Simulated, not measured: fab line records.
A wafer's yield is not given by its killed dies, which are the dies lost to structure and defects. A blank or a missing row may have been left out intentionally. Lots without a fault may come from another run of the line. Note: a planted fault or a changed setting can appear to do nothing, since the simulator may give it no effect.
Which tool did it?    flow gf180mcu    72 wafers from 24 lots sampled at 6 of the route's 602 steps

== WHAT THE GAUGES READ, wafer by wafer ==
GF_M5_CD_MEAS_07 targets a cd of 280 nm. Usual: cd_nm 279.6 nm, standard deviation 1.3.
lot   measured      on         cd_nm (nm)         flag
L074  day 26 04:33  cd_sem-01  279.7 281.1 281.1  
L075  day 26 15:22  cd_sem-01  277.2 277.3 277.1  
L076  day 27 00:04  cd_sem-02  279.1 277.9 279.6  
L077  day 27 06:43  cd_sem-02  278.7 279.0 277.9  
L078  day 27 18:06  cd_sem-02  280.5 280.3 280.0  
L079  day 28 02:28  cd_sem-01  281.3 280.1 280.8  
L080  day 28 08:01  cd_sem-01  279.3 280.2 279.7  
L081  day 28 16:34  cd_sem-01  278.0 277.2 277.9  
L082  day 28 20:36  cd_sem-01  279.1 279.2 280.5  
L083  day 29 10:13  cd_sem-01  278.2 278.2 279.7  
L084  day 29 12:52  cd_sem-01  280.5 282.8 281.9  
L085  day 29 16:16  cd_sem-01  279.3 279.5 281.0  
L086  day 30 00:28  cd_sem-02  279.8 278.6 279.1  
L087  day 30 09:51  cd_sem-02  279.5 280.4 279.3  
L088  day 31 01:03  cd_sem-02  277.0 277.7 278.1  
L089  day 31 04:44  cd_sem-01  280.7 280.8 280.4  
L090  day 31 06:34  cd_sem-01  280.2 280.5 281.6  
L091  day 31 11:05  cd_sem-02  279.0 279.3 279.2  
L092  day 31 18:43  cd_sem-02  279.9 279.9 278.2  
L093  day 32 05:34  cd_sem-01  279.0 279.5 280.6  
L094  day 32 04:07  cd_sem-02  279.0 278.7 278.6  
L095  day 32 13:22  cd_sem-01  279.4 278.8 280.5  
L096  day 32 15:12  cd_sem-01  281.4 280.9 280.7  
L097  day 32 18:45  cd_sem-02  280.6 279.6 280.8  

GF_TOP_METAL_CD_MEAS_14 targets a cd of 440 nm. Usual: cd_nm 440.8 nm, standard deviation 2.3.
lot   measured      on         cd_nm (nm)         flag
L074  day 28 00:16  cd_sem-01  438.1 436.0 438.5  
L075  day 28 10:31  cd_sem-02  439.5 439.7 440.8  
L076  day 28 18:43  cd_sem-02  438.2 435.7 438.6  
L077  day 29 01:06  cd_sem-01  439.2 442.0 438.3  
L078  day 29 11:46  cd_sem-02  439.4 440.4 441.2  
L079  day 29 20:26  cd_sem-01  437.8 437.5 437.2  
L080  day 30 01:51  cd_sem-02  440.5 442.2 441.2  
L081  day 30 09:46  cd_sem-01  441.2 438.9 442.0  
L082  day 30 13:11  cd_sem-02  440.2 443.2 442.5  
L083  day 31 02:09  cd_sem-02  439.6 441.9 440.7  
L084  day 31 03:52  cd_sem-01  438.5 439.4 441.1  
L085  day 31 07:21  cd_sem-02  444.0 440.9 442.2  
L086  day 31 14:58  cd_sem-01  443.3 442.8 442.6  
L087  day 32 00:30  cd_sem-02  441.3 438.7 438.9  
L088  day 32 13:32  cd_sem-01  439.8 440.2 438.6  
L089  day 32 18:08  cd_sem-02  440.7 439.0 436.8  
L090  day 32 19:48  cd_sem-01  443.7 445.1 443.4  
L091  day 32 23:16  cd_sem-01  443.0 443.2 443.4  
L092  day 33 06:07  cd_sem-02  443.3 443.1 442.4  
L093  day 33 16:46  cd_sem-02  440.9 441.9 440.7  
L094  day 33 16:01  cd_sem-02  440.6 440.6 444.4  
L095  day 34 00:01  cd_sem-01  438.0 438.9 438.8  
L096  day 34 01:45  cd_sem-02  444.6 444.1 445.7  
L097  day 34 05:19  cd_sem-01  438.5 439.1 438.0  

== WHICH TOOL RAN EACH LOT (tool, then ch and the chambers of the sampled wafers, then the start) ==
lot   GF_STI_STRIP_15                      GF_CONTACT_CVD_02                GF_M1_SPUTTER_03              GF_V4_ETCH_16
L074  plasma_asher-01 ch 0,1, day 2 02:26  pecvd-03 ch 0,1,2, day 15 00:44  pvd_sputter-01, day 15 23:20  rie_diel-03 ch 0,1,3, day 24 06:28
L075  plasma_asher-03 ch 0,1, day 2 08:22  pecvd-03 ch 0,1, day 15 13:33    pvd_sputter-04, day 16 12:53  rie_diel-01 ch 2,3, day 24 18:31
L076  plasma_asher-03 ch 0,1, day 2 11:52  pecvd-04 ch 0,1,2, day 15 22:03  pvd_sputter-04, day 16 22:10  rie_diel-03 ch 2,3, day 25 03:34
L077  plasma_asher-01 ch 0,1, day 2 17:53  pecvd-04 ch 1,2, day 16 05:56    pvd_sputter-01, day 17 06:31  rie_diel-01 ch 0,3, day 25 11:19
L078  plasma_asher-03 ch 0,1, day 2 23:24  pecvd-04 ch 0,2, day 16 17:13    pvd_sputter-04, day 17 17:56  rie_diel-01 ch 0,3, day 25 22:40
L079  plasma_asher-01 ch 0,1, day 3 04:24  pecvd-01 ch 0,1,2, day 17 01:23  pvd_sputter-04, day 18 02:29  rie_diel-04 ch 0,3, day 26 07:43
L080  plasma_asher-03 ch 0,1, day 3 09:56  pecvd-03 ch 0,1,2, day 17 09:47  pvd_sputter-01, day 18 11:02  rie_diel-01 ch 0,2,3, day 26 13:55
L081  plasma_asher-04 ch 0,1, day 3 14:20  pecvd-03 ch 0,1,2, day 17 19:50  pvd_sputter-01, day 18 21:58  rie_diel-01 ch 1,2,3, day 26 22:37
L082  plasma_asher-01 ch 0,1, day 3 20:16  pecvd-01 ch 1,2, day 18 01:55    pvd_sputter-04, day 19 04:23  rie_diel-04 ch 0,2,3, day 27 03:37
L083  plasma_asher-04 ch 0, day 3 23:56    pecvd-04 ch 0,1,2, day 18 17:25  pvd_sputter-04, day 19 19:52  rie_diel-01 ch 0,2,3, day 27 17:25
L084  plasma_asher-01 ch 0,1, day 4 06:08  pecvd-03 ch 0,1, day 18 19:43    pvd_sputter-01, day 19 22:31  rie_diel-04 ch 0,2,3, day 27 19:43
L085  plasma_asher-01 ch 0,1, day 4 09:44  pecvd-04 ch 0,2, day 18 22:18    pvd_sputter-04, day 20 01:25  rie_diel-03 ch 0,3, day 27 22:52
L086  plasma_asher-01 ch 0,1, day 4 16:03  pecvd-01 ch 0,2, day 19 11:47    pvd_sputter-03, day 20 14:10  rie_diel-04 ch 0,2, day 28 08:13
L087  plasma_asher-01 ch 0,1, day 4 20:32  pecvd-04 ch 0,2, day 19 23:02    pvd_sputter-04, day 21 01:26  rie_diel-04 ch 1,3, day 28 17:40
L088  plasma_asher-04 ch 0,1, day 5 02:26  pecvd-03 ch 1,2, day 20 19:46    pvd_sputter-01, day 21 20:58  rie_diel-04 ch 0,2,3, day 29 09:55
L089  plasma_asher-03 ch 0, day 5 07:14    pecvd-04 ch 0,2, day 21 00:07    pvd_sputter-01, day 22 00:59  rie_diel-04 ch 1,2,3, day 29 14:07
L090  plasma_asher-03 ch 0,1, day 5 11:51  pecvd-01 ch 0,1,2, day 21 02:20  pvd_sputter-04, day 22 03:47  rie_diel-04 ch 1,2,3, day 29 16:31
L091  plasma_asher-03 ch 0,1, day 5 15:45  pecvd-01 ch 0,1, day 21 08:05    pvd_sputter-01, day 22 09:13  rie_diel-03 ch 0,1,2, day 29 20:37
L092  plasma_asher-04 ch 0,1, day 6 00:53  pecvd-04 ch 0,1, day 21 19:52    pvd_sputter-01, day 22 21:05  rie_diel-04 ch 1,2,3, day 30 04:34
L093  plasma_asher-04 ch 0,1, day 6 07:31  pecvd-01 ch 0,1,2, day 22 09:58  pvd_sputter-04, day 23 11:10  rie_diel-03 ch 0,2,3, day 30 17:17
L094  plasma_asher-01 ch 0,1, day 6 10:32  pecvd-03 ch 0,1,2, day 22 09:23  pvd_sputter-03, day 23 10:28  rie_diel-04 ch 0,1,2, day 30 14:50
L095  plasma_asher-03 ch 0,1, day 6 15:45  pecvd-01 ch 0,1, day 22 23:45    pvd_sputter-01, day 24 00:19  rie_diel-04 ch 0,1, day 31 02:25
L096  plasma_asher-01 ch 0,1, day 6 18:41  pecvd-03 ch 0,1,2, day 23 00:26  pvd_sputter-04, day 24 01:00  rie_diel-01 ch 0,2,3, day 31 03:25
L097  plasma_asher-01 ch 0,1, day 6 23:47  pecvd-03 ch 1,2, day 23 04:53    pvd_sputter-03, day 24 04:56  rie_diel-03 ch 0,2, day 31 06:31
- GF_STI_STRIP_15: strips in O2/N2.
- GF_CONTACT_CVD_02: deposits SiO2 from TEOS, target thk 860 nm, time 95.992 s.
- GF_M1_SPUTTER_03: material Ti, target thk 10 nm, time 6.7 s.
- GF_V4_ETCH_16: etches BARC in N2/H2.

== AS READ BY THE TOOLS THEMSELVES (means over the sampled wafers that have a number; for cases with no such wafer, the mark the record gives instead) ==
GF_STI_STRIP_15. Usual: drypump_motor_current_A 5.5 A, standard deviation 0.34; heater_power_w 321 W, standard deviation 18; oes_product_au 0.383 a.u., standard deviation 0.005; strip_time_to_endpoint_s 3.71 s, standard deviation 0.046.
lot   tool             drypump_motor_current_A (A)  heater_power_w (W)  oes_product_au (a.u.)  strip_time_to_endpoint_s (s)  flag
L074  plasma_asher-01  5.5                          316                 0.383                  3.70                          
L075  plasma_asher-03  5.5                          335                 0.383                  3.73                          
L076  plasma_asher-03  5.3                          341                 0.380                  3.72                          
L077  plasma_asher-01  5.7                          306                 0.387                  3.73                          
L078  plasma_asher-03  5.5                          340                 0.388                  3.68                          
L079  plasma_asher-01  5.8                          312                 0.386                  3.65                          
L080  plasma_asher-03  5.5                          337                 0.383                  3.68                          
L081  plasma_asher-04  5.4                          300                 0.381                  3.63                          
L082  plasma_asher-01  5.8                          316                 0.386                  3.75                          
L083  plasma_asher-04  5.5                          322                 0.388                  3.74                          
L084  plasma_asher-01  5.8                          315                 0.379                  3.74                          
L085  plasma_asher-01  5.5                          314                 0.380                  3.73                          
L086  plasma_asher-01  5.5                          314                 0.385                  3.69                          
L087  plasma_asher-01  5.8                          318                 0.385                  3.70                          
L088  plasma_asher-04  5.4                          301                 0.376                  3.70                          
L089  plasma_asher-03  5.1                          353                 0.389                  3.73                          
L090  plasma_asher-03  5.3                          345                 0.378                  3.68                          
L091  plasma_asher-03  5.3                          347                 0.385                  3.74                          
L092  plasma_asher-04  5.5                          305                 0.380                  3.66                          
L093  plasma_asher-04  5.4                          299                 0.383                  3.71                          
L094  plasma_asher-01  5.8                          315                 0.382                  3.73                          
L095  plasma_asher-03  5.5                          340                 0.380                  3.68                          
L096  plasma_asher-01  5.5                          315                 0.384                  3.75                          
L097  plasma_asher-01  5.8                          308                 0.390                  3.78                          

GF_CONTACT_CVD_02. Usual: heater_power_w 690 W, standard deviation 81; rf_fwd_power_W 596.3 W, standard deviation 2.2.
lot   tool      heater_power_w (W)  rf_fwd_power_W (W)  flag
L074  pecvd-03  772                 595.8               
L075  pecvd-03  678                 594.0               
L076  pecvd-04  666                 597.8               
L077  pecvd-04  740                 597.4               
L078  pecvd-04  645                 597.8               
L079  pecvd-01  655                 596.3               
L080  pecvd-03  723                 594.7               
L081  pecvd-03  772                 596.0               
L082  pecvd-01  660                 596.4               
L083  pecvd-04  691                 597.2               
L084  pecvd-03  723                 596.2               
L085  pecvd-04  702                 597.7               
L086  pecvd-01  676                 599.1               
L087  pecvd-04  693                 599.0               
L088  pecvd-03  759                 593.6               
L089  pecvd-04  669                 596.7               
L090  pecvd-01  648                 596.8               
L091  pecvd-01  586                 598.3               
L092  pecvd-04  592                 598.2               
L093  pecvd-01  676                 597.3               
L094  pecvd-03  728                 592.5               
L095  pecvd-01  591                 597.1               
L096  pecvd-03  722                 595.6               
L097  pecvd-03  736                 594.3               

GF_M1_SPUTTER_03. Usual: throttle_valve_pct 30.1 %, standard deviation 1.1.
lot   tool            throttle_valve_pct (%)  flag
L074  pvd_sputter-01  29.5                    
L075  pvd_sputter-04  31.0                    
L076  pvd_sputter-04  30.1                    
L077  pvd_sputter-01  28.9                    
L078  pvd_sputter-04  31.0                    
L079  pvd_sputter-04  30.5                    
L080  pvd_sputter-01  29.5                    
L081  pvd_sputter-01  29.1                    
L082  pvd_sputter-04  31.0                    
L083  pvd_sputter-04  30.1                    
L084  pvd_sputter-01  29.3                    
L085  pvd_sputter-04  30.7                    
L086  pvd_sputter-03  29.9                    
L087  pvd_sputter-04  30.6                    
L088  pvd_sputter-01  30.0                    
L089  pvd_sputter-01  29.5                    
L090  pvd_sputter-04  30.4                    
L091  pvd_sputter-01  29.6                    
L092  pvd_sputter-01  29.6                    
L093  pvd_sputter-04  30.1                    
L094  pvd_sputter-03  31.6                    
L095  pvd_sputter-01  29.3                    
L096  pvd_sputter-04  31.0                    
L097  pvd_sputter-03  30.8                    

GF_V4_ETCH_16. Usual: drypump_motor_current_A 5.8 A, standard deviation 0.54; oes_product_au 0.854 a.u., standard deviation 0.0049; rf_fwd_power_W 495.0 W, standard deviation 2.2; throttle_valve_pct 13.224 %, standard deviation 0.009.
lot   tool         drypump_motor_current_A (A)  oes_product_au (a.u.)  rf_fwd_power_W (W)  throttle_valve_pct (%)  flag
L074  rie_diel-03  5.5                          0.852                  495.1               13.228                  
L075  rie_diel-01  6.5                          0.856                  493.6               13.225                  
L076  rie_diel-03  5.4                          0.852                  495.0               13.222                  
L077  rie_diel-01  5.9                          0.857                  496.0               13.225                  
L078  rie_diel-01  6.1                          0.856                  492.7               13.221                  
L079  rie_diel-04  5.5                          0.851                  495.3               13.232                  
L080  rie_diel-01  6.2                          0.853                  495.0               13.231                  
L081  rie_diel-01  6.0                          0.857                  494.4               13.228                  
L082  rie_diel-04  5.7                          0.851                  496.5               13.221                  
L083  rie_diel-01  6.2                          0.855                  494.9               13.223                  
L084  rie_diel-04  5.7                          0.855                  494.8               13.237                  
L085  rie_diel-03  5.8                          0.855                  496.5               13.224                  
L086  rie_diel-04  5.9                          0.857                  493.9               13.221                  
L087  rie_diel-04  5.7                          0.860                  494.9               13.221                  
L088  rie_diel-04  5.6                          0.853                  494.8               13.226                  
L089  rie_diel-04  5.9                          0.852                  494.6               13.228                  
L090  rie_diel-04  6.0                          0.850                  495.2               13.221                  
L091  rie_diel-03  5.9                          0.853                  497.0               13.228                  
L092  rie_diel-04  5.9                          0.849                  495.2               13.230                  
L093  rie_diel-03  5.6                          0.855                  496.7               13.226                  
L094  rie_diel-04  6.0                          0.857                  493.8               13.230                  
L095  rie_diel-04  6.1                          0.854                  493.4               13.218                  
L096  rie_diel-01  6.2                          0.855                  493.5               13.222                  
L097  rie_diel-03  5.9                          0.850                  495.3               13.224                  

== THE ANSWER, worked out from the rows above alone ==
Rule: a lot counts as off when the mean over its wafers that have a number is more than 3 standard deviations away from the usual mean. A lot without any number at a reading at which 4 lots or more have one is off too. The other lots that the step has rows for count as sound. The gauges are gone through in route order, then the tools' own readings, and for those a lot's mean is taken as printed above. At the first step where some lot is off, the reading lying furthest off is the one used; lots without a number count as furthest.
Nothing can be told from this: no lot is off at any reading shown.

== WHAT THE SIMULATOR PUT IN ==
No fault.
